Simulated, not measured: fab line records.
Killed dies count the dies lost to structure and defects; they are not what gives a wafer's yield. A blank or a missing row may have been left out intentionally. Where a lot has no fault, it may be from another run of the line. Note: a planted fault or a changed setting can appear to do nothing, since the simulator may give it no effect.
What tool caused it? | flow sky130 | 13 lots with 39 wafers sampled at 4 steps, on a route of 708 steps

## WHAT EACH GAUGE READ, for each wafer
SKY_METAL4_OVL_MEAS_14.
lot  | measured     | on         | METAL4_OVL (nm)
L913 | day 41 11:07 | overlay-01 | 10 13 7
L915 | day 42 03:43 | overlay-01 | 5 7 9
L916 | day 42 10:55 | overlay-01 | 7 2 1
L922 | day 44 12:47 | overlay-01 | 3 5 4
L925 | day 45 03:04 | overlay-01 | 8 6 0
L926 | day 45 07:28 | overlay-01 | 2 8 5
L928 | day 46 03:14 | overlay-02 | 2 -2 0
L930 | day 46 11:07 | overlay-02 | 1 4 5
L931 | day 46 14:11 | overlay-02 | 6 2 5
L933 | day 46 22:20 | overlay-01 | 9 9 11
L934 | day 47 07:06 | overlay-02 | -7 -8 -7
L935 | day 47 09:15 | overlay-02 | 0 -6 1
L936 | day 47 16:28 | overlay-01 | -6 0 -5

SKY_PAD_OPEN_BOW_MEAS_13.
lot  | measured     | on            | PAD_OPEN_BOW (um)
L913 | day 45 11:51 | film-metro-04 | 39 45 35
L915 | day 46 02:17 | film-metro-02 | 45 56 48
L916 | day 46 09:58 | film-metro-04 | 49 53 53
L922 | day 48 04:32 | film-metro-04 | 50 42 33
L925 | day 48 15:54 | film-metro-04 | 38 45 49
L926 | day 48 20:48 | film-metro-04 | 49 48 51
L928 | day 49 11:41 | film-metro-03 | 44 42 30
L930 | day 49 22:29 | film-metro-03 | 52 54 46
L931 | day 50 01:03 | film-metro-04 | 44 29 38
L933 | day 50 05:41 | film-metro-04 | 28 46 49
L934 | day 50 13:13 | film-metro-02 | 43 49 35
L935 | day 50 15:36 | film-metro-02 | 50 49 39
L936 | day 50 19:54 | film-metro-03 | 48 52 32

## WHAT TOOL EACH LOT RAN ON (gives the tool, then ch and the chambers of the sampled wafers, and finally the start)
lot  | SKY_CONTACT_CMP_04            | SKY_PAD_OPEN_ETCH_07
L913 | cmp-02 ch 0,3, day 30 07:11   | rie-diel-01 ch 0,1,3, day 45 09:17
L915 | cmp-01 ch 0,1,3, day 30 22:22 | rie-diel-01 ch 1,2,3, day 45 23:59
L916 | cmp-01 ch 0,1,3, day 31 07:55 | rie-diel-04 ch 0,1,3, day 46 07:25
L922 | cmp-01 ch 1,2, day 33 17:01   | rie-diel-03 ch 0,1, day 48 02:10
L925 | cmp-02 ch 1,2,3, day 34 07:44 | rie-diel-04 ch 0,1,2, day 48 12:41
L926 | cmp-02 ch 0,1,2, day 34 16:47 | rie-diel-04 ch 0,1,3, day 48 18:35
L928 | cmp-01 ch 0,2,3, day 35 13:14 | rie-diel-01 ch 0,2, day 49 09:29
L930 | cmp-01 ch 0,3, day 36 04:35   | rie-diel-01 ch 0,2,3, day 49 20:14
L931 | cmp-01 ch 0,3, day 36 06:08   | rie-diel-01 ch 0,2,3, day 49 22:16
L933 | cmp-01 ch 0,1,2, day 36 16:23 | rie-diel-01 ch 0,3, day 50 02:10
L934 | cmp-01 ch 0,1, day 37 02:17   | rie-diel-03 ch 0,1, day 50 10:16
L935 | cmp-02 ch 1,3, day 37 08:59   | rie-diel-01 ch 1,2, day 50 12:35
L936 | cmp-01 ch 1,2, day 37 12:50   | rie-diel-04 ch 1,2, day 50 17:35
- SKY_CONTACT_CMP_04: polishes SiO2.
- SKY_PAD_OPEN_ETCH_07: etches the open film in CF4/O2, stops on AlCu, target depth 725 nm, time 161.1 s.

## WHAT THE TOOLS THEMSELVES READ (means of the sampled wafers that have a number; where no wafer has one, the mark that the record gives instead)
SKY_CONTACT_CMP_04.
lot  | tool   | motor-current-A (A) | slurry-filter-dp-kPa (kPa) | time-to-endpoint-s (s)
L913 | cmp-02 | 12.2                | 13.54                      | 79
L915 | cmp-01 | 11.5                | 13.42                      | 76
L916 | cmp-01 | 11.8                | 13.47                      | 80
L922 | cmp-01 | 11.9                | 13.36                      | 82
L925 | cmp-02 | 12.8                | 13.51                      | 79
L926 | cmp-02 | 13.6                | 13.58                      | 84
L928 | cmp-01 | 11.3                | 13.48                      | 77
L930 | cmp-01 | 10.9                | 13.47                      | 79
L931 | cmp-01 | 11.5                | 13.37                      | 76
L933 | cmp-01 | 11.5                | 13.50                      | 84
L934 | cmp-01 | 11.8                | 13.58                      | 81
L935 | cmp-02 | 11.4                | 13.61                      | 87
L936 | cmp-01 | 11.5                | 13.44                      | 85

SKY_PAD_OPEN_ETCH_07.
lot  | tool        | O2_flow_sccm (sccm) | bias-w (W) | drypump-motor-current-A (A) | oes-product-au (a.u.) | throttle-valve-pct (%)
L913 | rie-diel-01 | 9.99                | 149.9      | 5.9                         | 0.981                 | 5.968
L915 | rie-diel-01 | 10.03               | 150.1      | 5.8                         | 0.976                 | 5.972
L916 | rie-diel-04 | 9.99                | 149.6      | 6.1                         | 0.977                 | 5.964
L922 | rie-diel-03 | 9.99                | 150.1      | 5.8                         | 0.985                 | 5.964
L925 | rie-diel-04 | 9.98                | 149.7      | 5.9                         | 0.979                 | 5.962
L926 | rie-diel-04 | 9.99                | 149.4      | 6.1                         | 0.976                 | 5.950
L928 | rie-diel-01 | 9.99                | 150.3      | 6.3                         | 0.974                 | 5.957
L930 | rie-diel-01 | 10.01               | 150.3      | 6.0                         | 0.975                 | 5.974
L931 | rie-diel-01 | 10.01               | 150.4      | 6.0                         | 0.975                 | 5.962
L933 | rie-diel-01 | 10.00               | 150.8      | 6.1                         | 0.980                 | 5.966
L934 | rie-diel-03 | 10.02               | 149.9      | 5.8                         | 0.970                 | 5.956
L935 | rie-diel-01 | 9.99                | 150.2      | 5.9                         | 0.975                 | 5.966
L936 | rie-diel-04 | 10.02               | 150.1      | 5.8                         | 0.983                 | 5.968

## THE ANSWER, worked out from the rows above alone
Rule: the usual values come from the lots themselves. Put in order of their means at a reading, lots are off if they are a third of the lots or fewer, leave a main group of 4 or more, and stand apart from it by a gap of 3 or more times the standard deviation of the main group's means; of several such gaps the widest counts. A main group is skipped when, at the precision printed for the reading in the tables above, its means are all equal. Also off: a lot with no number at a reading for which 4 or more lots have one. Any other lot the step has rows for is counted as sound. After the gauges, taken in route order, come the tools' own readings; for these a lot's mean is taken, as printed above. The first step at which some lot is off is used, and at that step the reading that is off furthest; a lot without a number counts as furthest.
Across all readings shown, no lot is off: no conclusion can be drawn from this.

## WHAT THE SIMULATOR HAD INSERTED
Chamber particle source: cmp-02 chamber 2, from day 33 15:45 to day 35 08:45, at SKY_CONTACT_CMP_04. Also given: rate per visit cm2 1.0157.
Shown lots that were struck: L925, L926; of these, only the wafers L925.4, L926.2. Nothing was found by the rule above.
